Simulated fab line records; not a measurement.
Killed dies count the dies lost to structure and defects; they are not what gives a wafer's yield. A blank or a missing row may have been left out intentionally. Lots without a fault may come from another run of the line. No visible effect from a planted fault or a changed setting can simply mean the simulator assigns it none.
fab line records	flow sky130
record: lots: 6	wafers: 18	last-day: 51
route steps=708 shown VIA1@482 METAL2@483 PAD_OPEN@708
lots with no fault: from the same line, run without faults
start-h: start of the lot's first displayed wafer, in hours after the record's first day	wait-h: time in hours since the lot's previous step	" same as the row above	L1.1+2: a row that stands for several wafers	- no value, or no start given	* or withheld: withheld	< > ~ a bound
route shown NAME@n: names a module that has steps shown in the file, with the first one's number in the route	usual: average and standard deviation across the fault-free wafers	same: alike in all rows	chamber/n: place in a boat	sites: readings site by site	_std_site: the values' standard deviation	_edge_site: outer sites' mean less inner sites'	radius-mm: for every site, how far away it sits from the centre of the wafer	mask NAME#n: copy n	behind: the tool/chamber that last shaped the wafer	hold: the reason the lot was held/the length of the hold in hours/how it ended	device: transistor that didn't switch, given as n, p or np	end of line: tests of these same wafers at the route's end	a step without rows: its recipe alone	killed: not the wafer's yield, but the dies lost to structure and defects at the first sort	map: the dies of a wafer, with x for killed, . for not killed, _ for no die there
set.NAME: the setting the step ran with; set.NAME@STEP: the setting that earlier step ran with	model.NAME: the simulator's own value behind a step, which no gauge read
certain route steps with their lots: each step a table, each wafer a row
services: when a tool's chamber went out of use (start-h, in hours from the record's first day, below 0 if earlier), for how many hours, and the reason
== steps ==
step: SKY_VIA1_CMP_24
recipe: stop-on: SiO2	t-overpolish-s: 15	down-force-psi: 3.5	platen-rpm: 60	target-thk-nm: 0	pad-velocity-m-s: 0.94248
step: SKY_METAL2_SPUTTER_00
recipe: material: Ti	target-thk-nm: 15	power-w: 3000	time-s: 10	chamber-pressure-pa: 0.4
usual: throttle-valve-pct: 30.1/0.74
lot.wafer	tool	chamber	start-h	wait-h	throttle-valve-pct
L423.2	pvd-sputter-03	-	851.28	0.3	30.3
L423.3	"	-	"	"	29.3
L423.6	"	-	"	"	30.3
L425.1	pvd-sputter-03	-	870.77	0.2	29.7
L425.2	"	-	"	"	29.4
L425.5	"	-	"	"	29.7
L429.1	pvd-sputter-02	-	898.49	0.2	29.9
L429.5	"	-	"	"	30.0
L429.6	"	-	"	"	28.3
L430.1	pvd-sputter-04	-	906.51	0.2	29.5
L430.4	"	-	"	"	31.3
L430.6	"	-	"	"	31.0
L440.3	pvd-sputter-03	-	976.16	0.2	29.5
L440.5	"	-	"	"	30.4
L440.6	"	-	"	"	30.8
L442.3	pvd-sputter-04	-	980.50	0.1	29.5
L442.5	"	-	"	"	31.5
L442.6	"	-	"	"	30.0
step: SKY_METAL2_SPUTTER_01
recipe: material: TiN	target-thk-nm: 20	power-w: 6500	time-s: 16.7	chamber-pressure-pa: 0.4
usual: throttle-valve-pct: 30.1/0.71
lot.wafer	tool	chamber	start-h	wait-h	throttle-valve-pct
L423.2	pvd-sputter-03	-	851.30	0.0	30.2
L423.3	"	-	"	"	29.3
L423.6	"	-	"	"	30.3
L425.1	pvd-sputter-03	-	870.79	0.0	29.4
L425.2	"	-	"	"	29.8
L425.5	"	-	"	"	29.8
L429.1	pvd-sputter-02	-	898.52	0.0	29.9
L429.5	"	-	"	"	30.1
L429.6	"	-	"	"	28.3
L430.1	pvd-sputter-04	-	906.53	0.0	29.2
L430.4	"	-	"	"	31.5
L430.6	"	-	"	"	30.8
L440.3	pvd-sputter-03	-	976.18	0.0	29.7
L440.5	"	-	"	"	30.4
L440.6	"	-	"	"	30.4
L442.3	pvd-sputter-04	-	980.52	0.0	29.3
L442.5	"	-	"	"	31.3
L442.6	"	-	"	"	29.9
step: SKY_METAL2_SPUTTER_02
recipe: material: AlCu	target-thk-nm: 250	power-w: 10600	time-s: 13.3	chamber-pressure-pa: 0.4
usual: throttle-valve-pct: 30.0/0.73
lot.wafer	tool	chamber	start-h	wait-h	throttle-valve-pct
L423.2	pvd-sputter-03	-	851.33	0.0	30.6
L423.3	"	-	"	"	29.2
L423.6	"	-	"	"	30.6
L425.1	pvd-sputter-03	-	870.81	0.0	29.4
L425.2	"	-	"	"	29.6
L425.5	"	-	"	"	29.6
L429.1	pvd-sputter-02	-	898.54	0.0	30.0
L429.5	"	-	"	"	30.2
L429.6	"	-	"	"	28.1
L430.1	pvd-sputter-04	-	906.55	0.0	29.7
L430.4	"	-	"	"	31.6
L430.6	"	-	"	"	30.9
L440.3	pvd-sputter-03	-	976.21	0.0	29.8
L440.5	"	-	"	"	30.0
L440.6	"	-	"	"	30.1
L442.3	pvd-sputter-04	-	980.54	0.0	29.4
L442.5	"	-	"	"	31.5
L442.6	"	-	"	"	30.1
step: SKY_METAL2_SPUTTER_03
recipe: material: Ti	target-thk-nm: 5	power-w: 3000	time-s: 3.3	chamber-pressure-pa: 0.4
usual: throttle-valve-pct: 30.1/0.74
lot.wafer	tool	chamber	start-h	wait-h	throttle-valve-pct
L423.2	pvd-sputter-03	-	851.35	0.0	30.2
L423.3	"	-	"	"	29.5
L423.6	"	-	"	"	30.3
L425.1	pvd-sputter-03	-	870.84	0.0	29.3
L425.2	"	-	"	"	29.8
L425.5	"	-	"	"	29.9
L429.1	pvd-sputter-02	-	898.57	0.0	30.0
L429.5	"	-	"	"	30.0
L429.6	"	-	"	"	28.3
L430.1	pvd-sputter-04	-	906.58	0.0	29.4
L430.4	"	-	"	"	31.7
L430.6	"	-	"	"	30.7
L440.3	pvd-sputter-03	-	976.23	0.0	30.0
L440.5	"	-	"	"	30.6
L440.6	"	-	"	"	30.8
L442.3	pvd-sputter-04	-	980.57	0.0	29.0
L442.5	"	-	"	"	31.5
L442.6	"	-	"	"	29.8
step: SKY_METAL2_SPUTTER_04
recipe: material: TiN	target-thk-nm: 70	power-w: 6500	time-s: 58.3	chamber-pressure-pa: 0.4
usual: throttle-valve-pct: 30.1/0.71
lot.wafer	tool	chamber	start-h	wait-h	throttle-valve-pct
L423.2	pvd-sputter-03	-	851.37	0.0	30.2
L423.3	"	-	"	"	29.3
L423.6	"	-	"	"	30.2
L425.1	pvd-sputter-03	-	870.86	0.0	29.4
L425.2	"	-	"	"	29.8
L425.5	"	-	"	"	29.7
L429.1	pvd-sputter-02	-	898.58	0.0	29.9
L429.5	"	-	"	"	30.3
L429.6	"	-	"	"	28.5
L430.1	pvd-sputter-04	-	906.60	0.0	29.4
L430.4	"	-	"	"	31.4
L430.6	"	-	"	"	30.7
L440.3	pvd-sputter-03	-	976.25	0.0	29.9
L440.5	"	-	"	"	30.4
L440.6	"	-	"	"	30.4
L442.3	pvd-sputter-04	-	980.59	0.0	29.5
L442.5	"	-	"	"	31.3
L442.6	"	-	"	"	30.2
step: SKY_METAL2_RS_MEAS_05
recipe: thk-meas-gauge: four-point-probe	reads: TiN_of_METAL2_SPUTTER_04+Ti_of_METAL2_SPUTTER_03+AlCu_of_METAL2_SPUTTER_02+TiN_of_METAL2_SPUTTER_01+Ti_of_METAL2_SPUTTER_00
usual: METAL2_ALCU_RS: 0.1270/0.0014
lot.wafer	tool	chamber	start-h	wait-h	METAL2_ALCU_RS[ohm/sq]
L423.2	film-metro-01	-	851.44	0.0	0.1269
L423.3	"	-	"	"	0.1281
L423.6	"	-	"	"	0.1273
L425.1	film-metro-02	-	870.91	0.0	0.1276
L425.2	"	-	"	"	0.1256
L425.5	"	-	"	"	0.1248
L429.1	film-metro-01	-	898.63	0.0	0.1262
L429.5	"	-	"	"	0.1291
L429.6	"	-	"	"	0.1280
L430.1	film-metro-02	-	906.65	0.0	0.1266
L430.4	"	-	"	"	0.1268
L430.6	"	-	"	"	0.1251
L440.3	film-metro-01	-	976.34	0.1	0.1271
L440.5	"	-	"	"	0.1253
L440.6	"	-	"	"	0.1271
L442.3	film-metro-02	-	980.68	0.1	0.1265
L442.5	"	-	"	"	0.1271
L442.6	"	-	"	"	0.1262
step: SKY_METAL2_THK_MEAS_06
recipe: thk-meas-gauge: xrf	reads: AlCu_of_METAL2_SPUTTER_02
usual: METAL2_ALCU_THK: 246/3
lot.wafer	tool	chamber	start-h	wait-h	METAL2_ALCU_THK[nm]
L423.2	film-metro-01	-	851.55	0.1	247
L423.3	"	-	"	"	246
L423.6	"	-	"	"	246
L425.1	film-metro-02	-	871.03	0.1	242
L425.2	"	-	"	"	243
L425.5	"	-	"	"	246
L429.1	film-metro-01	-	898.75	0.1	246
L429.5	"	-	"	"	245
L429.6	"	-	"	"	245
L430.1	film-metro-02	-	906.77	0.1	245
L430.4	"	-	"	"	245
L430.6	"	-	"	"	248
L440.3	film-metro-01	-	976.44	0.1	250
L440.5	"	-	"	"	250
L440.6	"	-	"	"	247
L442.3	film-metro-02	-	980.78	0.1	245
L442.5	"	-	"	"	242
L442.6	"	-	"	"	245
step: SKY_METAL2_DEHYDRATE_07
recipe: temp-c: 200	time-s: 60
step: SKY_METAL2_HMDS_08
recipe: prime-time-s: 60	prime-temp-c: 120
step: SKY_METAL2_COAT_09
recipe: resist: BARC	temp-c: withheld	time-s: withheld	spin-rpm: 3000	resist-thk-nm: 60
step: SKY_METAL2_COAT_10
recipe: resist: KrF-thick	spin-rpm: 3000	resist-thk-nm: 450
step: SKY_METAL2_SOFTBAKE_11
recipe: temp-c: 100	time-s: 90	resist: KrF-thick
usual: plate-temp-C: 99.98/0.14	run-length-s: 119.25/0.2
lot.wafer	tool	chamber	start-h	wait-h	plate-temp-C	run-length-s
L423.2	litho-track-02	0	864	-	99.96	119.37
L423.3	"	0	"	"	99.85	119.10
L423.6	"	0	"	"	100.08	119.01
L425.1	litho-track-03	0	883	-	99.97	119.54
L425.2	"	0	"	"	99.95	119.39
L425.5	"	0	"	"	100.28	119.37
L429.1	litho-track-03	0	911	-	100.00	126.98
L429.5	"	0	"	"	99.89	119.37
L429.6	"	0	"	"	100.03	119.42
L430.1	litho-track-03	0	919	-	100.04	126.87
L430.4	"	0	"	"	99.74	126.93
L430.6	"	0	"	"	100.20	119.65
L440.3	litho-track-01	0	987	-	100.13	119.02
L440.5	"	0	"	"	100.03	119.10
L440.6	"	0	"	"	99.94	119.13
L442.3	litho-track-01	0	992	-	99.79	119.25
L442.5	"	0	"	"	100.01	119.02
L442.6	"	0	"	"	99.81	119.22
step: SKY_METAL2_EXPOSE_12
recipe: mask-id: MM2	na: 0.8	source-shape: annular	sigma-inner: 0.55	sigma-outer: 0.85	target-cd-nm: 140	dose-mj: 28
step: SKY_PAD_OPEN_PROBE_99
usual: defect-limited-yield: 82.1/2	killed_at_M0_to_M3: 43/6.4	killed_at_M4_up: 3.2/1.8	killed-at-contacts: 25/5.5	killed-at-front-end: 16/5.2	killed-at-other: 0.3/0.49	killed-dies: 88/10	killed-open: 48/7	killed-short: 40/7.1	sort_bin_3_pad_short: 0.9/0.42	sort_bin_5_function: 10.5/1.6	sort_bin_6_memory: 6.5/1.2	sort-n-pass: 404/10	sort-yield-pct: 82.1/2
same: gross-dies: 492	killed-at-back-side: 0	sort_bin_4_leakage[%]: 0	sort_bin_8_speed[%]: 0
lot.wafer	tool	chamber	start-h	wait-h	defect-limited-yield[%]	killed_at_M0_to_M3	killed_at_M4_up	killed-at-contacts	killed-at-front-end	killed-at-other	killed-dies	killed-open	killed-short	sort_bin_3_pad_short[%]	sort_bin_5_function[%]	sort_bin_6_memory[%]	sort-n-pass	sort-yield-pct[%]
L425.1	prober-01	-	1134.87	0.1	82.9	43	1	19	21	0	84	53	31	0.6	9.1	7.3	408	82.9
L425.2	prober-01	-	1134.92	0.1	81.5	43	7	21	20	0	91	50	41	0.6	9.6	8.3	401	81.5
L425.5	prober-01	-	1135.07	0.2	82.3	40	6	28	13	0	87	50	37	0.8	11.0	5.9	405	82.3
L429.1	prober-01	-	1160.78	0.1	78.3	48	1	29	29	0	107	67	40	1.6	12.2	7.9	385	78.3
L429.5	prober-01	-	1160.98	0.2	81.1	44	3	28	18	0	93	43	50	0.4	11.8	6.7	399	81.1
L429.6	prober-01	-	1161.03	0.2	81.9	46	1	27	15	0	89	36	53	2.0	7.9	8.1	403	81.9
L440.3	prober-02	-	1210.35	0.2	80.3	33	0	41	22	1	97	54	43	0.6	11.6	7.5	395	80.3
L440.5	prober-02	-	1210.45	0.2	85.4	32	6	27	6	1	72	41	31	1.0	8.9	4.7	420	85.4
L440.6	prober-02	-	1210.50	0.2	82.9	41	2	25	16	0	84	49	35	1.0	10.0	6.1	408	82.9
L442.3	prober-01	-	1212.01	0.2	80.5	44	4	25	23	0	96	45	51	2.0	11.6	5.9	396	80.5
L442.5	prober-01	-	1212.11	0.2	78.9	43	3	38	20	0	104	45	59	1.6	11.0	8.5	388	78.9
L442.6	prober-01	-	1212.16	0.2	80.9	38	4	23	29	0	94	58	36	1.0	12.0	6.1	398	80.9
killed by level:class
L425.1 VIA2:geometric-particle:open=8 VIA3:geometric-particle:open=8 FIELD_ISO:geometric-particle:open=7 LI_CONTACT:geometric-particle:open=7 POLY_GATE:geometric-particle:open=6 CONTACT:geometric-particle:open=6 FIELD_ISO:geometric-particle:short=5 VIA1:geometric-particle:open=5
L425.2 VIA1:geometric-particle:open=13 CONTACT:geometric-particle:open=7 FIELD_ISO:geometric-particle:short=7 METAL2:geometric-particle:short=7 FIELD_ISO:geometric-particle:open=6 VIA2:geometric-particle:open=5 LI_CONTACT:geometric-particle:open=5 METAL1:geometric-particle:short=5
L425.5 CONTACT:geometric-particle:open=14 VIA1:geometric-particle:open=8 METAL2:geometric-particle:short=7 LI_CONTACT:geometric-particle:open=6 FIELD_ISO:geometric-particle:open=5 METAL4:geometric-particle:short=5 CONTACT:geometric-particle:short=5 VIA1:geometric-particle:short=5
L429.1 CONTACT:geometric-particle:open=13 VIA1:geometric-particle:open=13 FIELD_ISO:geometric-particle:open=10 FIELD_ISO:geometric-particle:short=9 VIA3:geometric-particle:open=9 VIA2:geometric-particle:open=8 POLY_GATE:geometric-particle:short=6 LI_CONTACT:geometric-particle:open=5
L429.5 CONTACT:geometric-particle:short=11 VIA1:geometric-particle:open=9 VIA2:geometric-particle:open=7 CONTACT:geometric-particle:open=6 VIA3:geometric-particle:open=6 VIA3:geometric-particle:short=5 VIA1:geometric-particle:short=5 METAL2:geometric-particle:short=5
L429.6 VIA1:geometric-particle:open=11 LI_CONTACT:geometric-particle:short=6 LI_CONTACT:geometric-particle:open=6 VIA1:geometric-particle:short=6 FIELD_ISO:geometric-particle:short=5 POLY_GATE:geometric-particle:short=5 CONTACT:geometric-particle:open=5 CONTACT:geometric-particle:short=5
L440.3 CONTACT:geometric-particle:open=14 FIELD_ISO:geometric-particle:open=10 LI_CONTACT:geometric-particle:open=10 CONTACT:geometric-particle:short=8 VIA1:geometric-particle:open=7 VIA3:geometric-particle:open=7 FIELD_ISO:geometric-particle:short=5 LOCAL_INTERCONNECT:geometric-particle:short=5
L440.5 CONTACT:geometric-particle:open=10 LI_CONTACT:geometric-particle:open=10 VIA3:geometric-particle:open=8 METAL2:geometric-particle:short=7 METAL4:geometric-particle:short=6 VIA1:geometric-particle:open=4 VIA2:geometric-particle:open=4 METAL3:geometric-particle:short=4
L440.6 CONTACT:geometric-particle:open=13 VIA1:geometric-particle:open=7 VIA3:geometric-particle:open=7 METAL2:geometric-particle:short=6 FIELD_ISO:geometric-particle:short=5 VIA2:geometric-particle:open=5 VIA1:geometric-particle:short=5 FIELD_ISO:geometric-particle:open=4
L442.3 FIELD_ISO:geometric-particle:short=8 METAL1:geometric-particle:short=8 LI_CONTACT:geometric-particle:open=7 CONTACT:geometric-particle:open=7 VIA1:geometric-particle:open=7 FIELD_ISO:geometric-particle:open=6 VIA3:geometric-particle:open=6 METAL2:geometric-particle:short=5
L442.5 METAL2:geometric-particle:short=15 CONTACT:geometric-particle:open=14 VIA1:geometric-particle:open=9 LI_CONTACT:geometric-particle:open=7 CONTACT:geometric-particle:short=7 FIELD_ISO:geometric-particle:short=6 POLY_GATE:geometric-particle:short=6 LOCAL_INTERCONNECT:geometric-particle:short=5
L442.6 VIA1:geometric-particle:open=15 FIELD_ISO:geometric-particle:open=9 CONTACT:geometric-particle:open=9 LI_CONTACT:geometric-particle:open=7 FIELD_ISO:geometric-particle:short=6 VIA1:geometric-particle:short=6 POLY_GATE:geometric-particle:open=5 CONTACT:geometric-particle:short=4
== services ==
tool	chamber	start-h	hours	kind
pvd-sputter-04	-	851.03	2.2	repair
pvd-sputter-03	-	858.97	9.0	repair
pvd-sputter-04	-	883.97	4.0	repair
pvd-sputter-03	-	922.83	1.7	repair
pvd-sputter-02	-	929.69	2.3	repair
pvd-sputter-04	-	945.86	9.6	repair
pvd-sputter-03	-	972.80	3.2	repair
== key ==
first-sign: step: SKY_METAL2_SOFTBAKE_11	reading: run-length-s	direction: up	sigmas: 38	usual: *	struck: *
effect none on later readings
met-at SKY_METAL2_SOFTBAKE_11
struck-wafers L429.1,L430.1,L430.4
onset-between 883 911
fault: kind: process-parameter-drift	tool: litho-track-03	chamber: -	onset-h: 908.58	steps: SKY_METAL2_SOFTBAKE_11	channel: time-s	offset: *	shape: step	end-h: 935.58	scope: struck-wafers-only	acts-in: *	stated: *
